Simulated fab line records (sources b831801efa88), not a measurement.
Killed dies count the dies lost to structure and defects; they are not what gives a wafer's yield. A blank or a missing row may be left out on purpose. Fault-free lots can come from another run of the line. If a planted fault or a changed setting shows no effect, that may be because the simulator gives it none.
The tool behind it: which one? | flow sfq_line | at 1 step of a route of 325, 14 lots with 42 wafers sampled

## WHAT THE GAUGES SHOWED, per wafer
SFQ_INCOMING_BOW_MEAS_900. Usual: for INCOMING_BOW the level is 0 um and the standard deviation is 6.1.
lot  | measured    | on            | INCOMING_BOW (um) | flag
L226 | day 1 20:02 | film_metro-02 | 2 0 2             |
L227 | day 2 01:01 | film_metro-02 | 11 -2 12          |
L228 | day 2 06:01 | film_metro-03 | 0 2 -10           |
L231 | day 2 21:00 | film_metro-02 | 2 4 -4            |
L232 | day 3 02:00 | film_metro-04 | 9 -3 7            |
L233 | day 3 07:01 | film_metro-02 | 7 -8 2            |
L234 | day 3 12:02 | film_metro-04 | -3 -5 4           |
L235 | day 3 17:02 | film_metro-02 | -2 -1 8           |
L240 | day 4 18:02 | film_metro-02 | 16 16 8           |
L241 | day 4 23:01 | film_metro-02 | 4 -5 -9           |
L242 | day 5 04:04 | film_metro-03 | 3 3 5             |
L243 | day 5 09:00 | film_metro-04 | -10 -2 18         |
L245 | day 5 19:00 | film_metro-04 | 4 7 -5            |
L247 | day 6 05:00 | film_metro-04 | 3 3 2             |

## WHAT TOOL EACH LOT RAN ON (gives the tool, then ch and the chambers of the sampled wafers, and finally the start)
Before these readings, the record contains no process step.

## AS READ BY THE TOOLS THEMSELVES (means over the sampled wafers that have a number; for cases with no such wafer, the mark the record gives instead)
The record holds no such reading with a usual standard deviation.

## THE ANSWER, worked out from the rows above alone
Rule: a lot counts as off when the mean over its wafers that have a number is more than 3 standard deviations away from the usual mean. Also off: a lot with no number at a reading for which 4 or more lots have one. Where the step has rows for the other lots, those lots are counted as sound. Order of review: gauges by route order, followed by the tools' own readings, for which a lot's mean as printed above is used. The first step at which some lot is off is used, and at that step the reading that is off furthest; a lot without a number counts as furthest.
No lot is off on any of the readings shown, so nothing can be concluded from this.

## WHAT THE SIMULATOR HAD INSERTED
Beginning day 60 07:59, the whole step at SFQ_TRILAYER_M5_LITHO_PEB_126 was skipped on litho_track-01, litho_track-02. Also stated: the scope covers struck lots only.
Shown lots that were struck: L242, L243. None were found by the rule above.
